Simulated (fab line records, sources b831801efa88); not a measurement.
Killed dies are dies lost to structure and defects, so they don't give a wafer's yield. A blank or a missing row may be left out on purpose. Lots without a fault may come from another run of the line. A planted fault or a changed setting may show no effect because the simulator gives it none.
A sampling plan put to the test | flow sky130 | one fab line, 17 faults that these records tell of, each judged on the records of the lots that it struck
The plan is the line's own looks: the steps of the route at which a gauge or an inspection reads the wafer and doesn't change it. A look can be judged if struck wafers have a number there and the file gives its usual mean and standard deviation on fault-free wafers. Caught: at a look after the fault's first step, the mean of the struck wafers lies 4 or more of those standard deviations (sigma) from the usual mean. On the tool: the same test on the tool's own readings at the fault's steps. Another recipe on the struck wafers, or a record that is blank for them alone, also counts as caught.

THE FAULTS, as the simulator had put them in
1. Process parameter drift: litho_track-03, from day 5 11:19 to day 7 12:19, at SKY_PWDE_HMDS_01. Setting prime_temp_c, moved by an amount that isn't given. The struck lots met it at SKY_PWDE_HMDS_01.
2. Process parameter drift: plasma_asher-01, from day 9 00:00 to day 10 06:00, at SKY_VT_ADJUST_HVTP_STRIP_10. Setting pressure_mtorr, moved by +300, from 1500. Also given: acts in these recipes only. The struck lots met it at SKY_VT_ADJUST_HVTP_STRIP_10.
3. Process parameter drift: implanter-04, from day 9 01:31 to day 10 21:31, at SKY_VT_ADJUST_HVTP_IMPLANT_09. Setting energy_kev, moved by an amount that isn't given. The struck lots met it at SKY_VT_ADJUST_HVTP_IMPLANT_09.
4. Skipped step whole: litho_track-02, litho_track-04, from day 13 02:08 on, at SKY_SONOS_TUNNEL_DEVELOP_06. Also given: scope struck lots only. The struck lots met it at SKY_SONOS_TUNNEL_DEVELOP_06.
5. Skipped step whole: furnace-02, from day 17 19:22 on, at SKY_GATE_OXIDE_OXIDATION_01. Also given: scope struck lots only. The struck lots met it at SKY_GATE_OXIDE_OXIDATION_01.
6. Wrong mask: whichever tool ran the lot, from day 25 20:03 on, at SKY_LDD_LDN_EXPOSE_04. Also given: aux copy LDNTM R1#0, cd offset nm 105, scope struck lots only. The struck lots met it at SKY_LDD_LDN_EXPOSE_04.
7. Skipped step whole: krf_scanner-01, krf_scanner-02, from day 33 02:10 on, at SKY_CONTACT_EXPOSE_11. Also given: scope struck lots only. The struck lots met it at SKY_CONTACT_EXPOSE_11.
8. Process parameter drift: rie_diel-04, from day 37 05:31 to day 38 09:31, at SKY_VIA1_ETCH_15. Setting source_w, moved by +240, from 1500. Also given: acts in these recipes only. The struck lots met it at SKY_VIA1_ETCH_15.
9. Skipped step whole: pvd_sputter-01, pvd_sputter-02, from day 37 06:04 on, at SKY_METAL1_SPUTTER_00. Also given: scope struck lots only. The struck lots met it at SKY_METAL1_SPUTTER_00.
10. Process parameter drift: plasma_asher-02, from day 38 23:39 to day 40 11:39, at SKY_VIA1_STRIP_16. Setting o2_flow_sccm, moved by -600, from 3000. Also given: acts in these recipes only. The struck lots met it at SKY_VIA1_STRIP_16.
11. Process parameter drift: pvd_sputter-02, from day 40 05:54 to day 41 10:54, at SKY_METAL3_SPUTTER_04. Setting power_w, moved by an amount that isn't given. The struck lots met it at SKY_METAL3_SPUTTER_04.
12. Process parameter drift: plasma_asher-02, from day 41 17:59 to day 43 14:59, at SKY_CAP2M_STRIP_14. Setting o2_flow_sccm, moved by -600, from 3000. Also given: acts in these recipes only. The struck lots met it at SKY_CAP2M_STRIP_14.
13. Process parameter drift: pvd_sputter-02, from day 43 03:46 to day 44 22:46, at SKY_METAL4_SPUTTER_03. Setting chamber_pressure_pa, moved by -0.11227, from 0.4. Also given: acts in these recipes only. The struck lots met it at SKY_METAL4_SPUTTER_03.
14. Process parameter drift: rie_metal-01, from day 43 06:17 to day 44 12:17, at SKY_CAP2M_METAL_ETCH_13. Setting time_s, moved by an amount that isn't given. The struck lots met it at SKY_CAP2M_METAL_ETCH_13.
15. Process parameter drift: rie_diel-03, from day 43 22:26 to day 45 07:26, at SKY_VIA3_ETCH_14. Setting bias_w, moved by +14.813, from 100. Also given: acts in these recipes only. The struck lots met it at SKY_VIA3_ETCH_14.
16. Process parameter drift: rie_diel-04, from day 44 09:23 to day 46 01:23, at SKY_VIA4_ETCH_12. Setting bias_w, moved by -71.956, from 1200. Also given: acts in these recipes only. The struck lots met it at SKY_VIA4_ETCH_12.
17. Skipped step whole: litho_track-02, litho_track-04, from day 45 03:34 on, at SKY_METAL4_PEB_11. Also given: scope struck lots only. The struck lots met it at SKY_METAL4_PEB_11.

WHAT THE PLAN SAW
fault | on the tool itself                               | first look that catches it                      | reading, sigma | median hours from its first step to that look | hours from the fault's start to the first struck lot there | judged looks passed uncaught
1     | prime_temp_c +14 sigma                           | no look after it can be judged                  | -              | -                                             | -                                                          | 0
2     | chamber_pressure_mTorr +99 or beyond sigma       | none of the 2 looks that can be judged after it | -              | -                                             | -                                                          | 2
3     | beam_energy_keV +99 or beyond sigma              | none of the 2 looks that can be judged after it | -              | -                                             | -                                                          | 2
4     | the tool's record is blank for the struck wafers | no look after it can be judged                  | -              | -                                             | -                                                          | 0
5     | the tool's record is blank for the struck wafers | no look after it can be judged                  | -              | -                                             | -                                                          | 0
6     | no reading that can be judged                    | none of the 2 looks that can be judged after it | -              | -                                             | -                                                          | 2
7     | no reading that can be judged                    | no look after it can be judged                  | -              | -                                             | -                                                          | 0
8     | rf_fwd_power_W +43 sigma                         | no look after it can be judged                  | -              | -                                             | -                                                          | 0
9     | the tool's record is blank for the struck wafers | no look after it can be judged                  | -              | -                                             | -                                                          | 0
10    | o2_flow_sccm -64 sigma                           | not the one look that can be judged after it    | -              | -                                             | -                                                          | 1
11    | cathode_dc_power_W +99 or beyond sigma           | no look after it can be judged                  | -              | -                                             | -                                                          | 0
12    | o2_flow_sccm -64 sigma                           | not the one look that can be judged after it    | -              | -                                             | -                                                          | 1
13    | chamber_pressure_pa -99 or beyond sigma          | no look after it can be judged                  | -              | -                                             | -                                                          | 0
14    | oes_product_au +5.4 sigma                        | no look after it can be judged                  | -              | -                                             | -                                                          | 0
15    | bias_w +53 sigma                                 | no look after it can be judged                  | -              | -                                             | -                                                          | 0
16    | bias_w -20 sigma                                 | not the one look that can be judged after it    | -              | -                                             | -                                                          | 1
17    | no reading that can be judged                    | no look after it can be judged                  | -              | -                                             | -                                                          | 0
A dash: the fault isn't caught, or these records don't give the number.

Caught at a look: 0 of 17. Caught on the tool: 14 of 17. By one or the other: 14 of 17.
Caught on the tool alone: faults 1, 2, 3, 4, 5, 8, 9, 10, 11, 12, 13, 14, 15, 16.
Caught by neither: faults 6, 7, 17.
